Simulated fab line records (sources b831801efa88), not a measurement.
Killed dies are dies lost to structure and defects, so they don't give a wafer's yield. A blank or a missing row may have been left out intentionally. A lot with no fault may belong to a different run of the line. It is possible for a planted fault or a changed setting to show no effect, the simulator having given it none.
Split-lot experiment + flow sfq line + 27 wafers read across 5 lots, on a route 325 steps long

== THE SPLIT ITSELF ==
At SFQ_TRILAYER_M5_BARC_OPEN_METAL_ETCH_161 (etches BARC in O2, target depth 125 nm, time 41.7 s), the setting time s was moved away from the recipe's 41.7 s on 9 of the 27 wafers read, by -55.0% to +38.7%. For the rest of the wafers, this setting stayed at what the recipe calls for.

Between the split and the reading, the file records no step.

== THE READING ==
KrF_of_TRILAYER_M5_LITHO_COAT_123.thk nm (the simulator's own value, which no gauge read), in nm, at SFQ_TRILAYER_M5_ETCH_METAL_ETCH_126 (etches Nb in Cl2/BCl3, stops on SiO2, time 203.2 s, target depth 265 nm). No usual value for it is given in the file. Average 372.2 nm, standard deviation 3.2 nm, over the 18 wafers here run with the recipe.

| wafer  | tool, chamber at the split | time s as run, s | against the recipe | KrF_of_TRILAYER_M5_LITHO_COAT_123.thk nm, nm | against lot-mates on the recipe |
|--------|----------------------------|------------------|--------------------|----------------------------------------------|---------------------------------|
| L074.1 | rie metal-04, 0            | 56.3             | +35.0%             | 351.4                                        | -22.2                           |
| L074.2 | rie metal-04, 1            | 41.7             | recipe             | 376.1                                        | -                               |
| L074.3 | rie metal-04, 1            | 41.7             | recipe             | 375.9                                        | -                               |
| L074.4 | rie metal-04, 0            | 56.3             | +35.0%             | 349.9                                        | -23.7                           |
| L074.5 | rie metal-04, 0            | 41.7             | recipe             | 368.8                                        | -                               |
| L074.6 | rie metal-04, 1            | 56.3             | +35.0%             | 360.5                                        | -13.1                           |
| L077.1 | rie metal-03, 0            | 41.7             | recipe             | 365.1                                        | -                               |
| L077.2 | rie metal-03, 1            | 18.75            | -55.0%             | 399.1                                        | +30.9                           |
| L077.3 | rie metal-03, 1            | 18.75            | -55.0%             | 399.3                                        | +31.1                           |
| L077.4 | rie metal-03, 0            | 18.75            | -55.0%             | 397.1                                        | +28.9                           |
| L077.5 | rie metal-03, 1            | 41.7             | recipe             | 370.6                                        | -                               |
| L077.6 | rie metal-03, 0            | 41.7             | recipe             | 368.8                                        | -                               |
| L078.1 | rie metal-01, 1            | 41.7             | recipe             | 374.7                                        | -                               |
| L078.2 | rie metal-01, 0            | 57.82            | +38.7%             | 355.6                                        | -19.6                           |
| L078.3 | rie metal-01, 0            | 41.7             | recipe             | 376.7                                        | -                               |
| L078.4 | rie metal-01, 1            | 57.82            | +38.7%             | 350.9                                        | -24.3                           |
| L078.5 | rie metal-01, 0            | 41.7             | recipe             | 374.3                                        | -                               |
| L078.6 | rie metal-01, 1            | 57.82            | +38.7%             | 353                                          | -22.2                           |
| L079.1 | rie metal-01, 0            | 41.7             | recipe             | 375.8                                        | -                               |
| L079.2 | rie metal-01, 1            | 41.7             | recipe             | 370.3                                        | -                               |
| L079.3 | rie metal-01, 0            | 41.7             | recipe             | 374.1                                        | -                               |
| L079.4 | rie metal-01, 1            | 41.7             | recipe             | 370                                          | -                               |
| L079.5 | rie metal-01, 0            | 41.7             | recipe             | 374.4                                        | -                               |
| L079.6 | rie metal-01, 1            | 41.7             | recipe             | 372.6                                        | -                               |
| L084.2 | rie metal-03, 1            | 41.7             | recipe             | 369.9                                        | -                               |
| L084.3 | rie metal-03, 0            | 41.7             | recipe             | 369.4                                        | -                               |
| L084.4 | rie metal-03, 1            | 41.7             | recipe             | 371.5                                        | -                               |

FIT RESULTS
A straight line over all 27 wafers: KrF_of_TRILAYER_M5_LITHO_COAT_123.thk nm changes by -0.49 nm for each +1% of time s; r = -0.97; the points scatter about the line by 3.2 nm.
The same after taking each lot's own level away (the mean of its wafers on the recipe; 27 wafers): -0.558 nm for each +1%; r = -0.98; scatter 2.6 nm.
That fit puts the effect of the largest move of time s on the reading at 31 nm.
The lots' own levels span 368.17 to 375.23 nm, that is 2.2 times the standard deviation above.
In other words, the slope is changed by the lot-to-lot level; the two fits disagree.
Check: with one of the wafers moved furthest among these (-55.0%) left out of the fit, the line predicts +30.5 nm for it against its lot-mates. It came out at +30.9 nm against them.
Tool readings at the split's step, against how far the setting was moved: oes product au r = -0.88.

== THE WHOLE CHAIN: every reading that the file lists as answering this split, in the file's order ==
| step                                     | what it does                                                            | reading                                                                                   | change (the file's fit)                                                              | r (the file's) |
|------------------------------------------|-------------------------------------------------------------------------|-------------------------------------------------------------------------------------------|--------------------------------------------------------------------------------------|----------------|
| SFQ_TRILAYER_M5_BARC_OPEN_METAL_ETCH_161 | etches BARC in O2, target depth 125 nm, time 41.7 s                     | oes product au                                                                            | not straight: 1.001 at the lowest setting, 0.686 at the recipe, 0.648 at the highest | not given      |
| SFQ_TRILAYER_M5_BARC_OPEN_METAL_ETCH_161 | etches BARC in O2, target depth 125 nm, time 41.7 s                     | KrF_of_TRILAYER_M5_LITHO_COAT_123.thk nm (the simulator's own value, which no gauge read) | -0.525 nm for each +1% of the setting                                                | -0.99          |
| SFQ_TRILAYER_M5_ETCH_METAL_ETCH_126      | etches Nb in Cl2/BCl3, stops on SiO2, time 203.2 s, target depth 265 nm | KrF_of_TRILAYER_M5_LITHO_COAT_123.thk nm (the simulator's own value, which no gauge read) | -0.558 nm for each +1% of the setting                                                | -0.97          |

== THE FILE'S OWN FIT ==
KrF_of_TRILAYER_M5_LITHO_COAT_123.thk nm changes by -0.558 nm for each +1% of time s, r = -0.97.
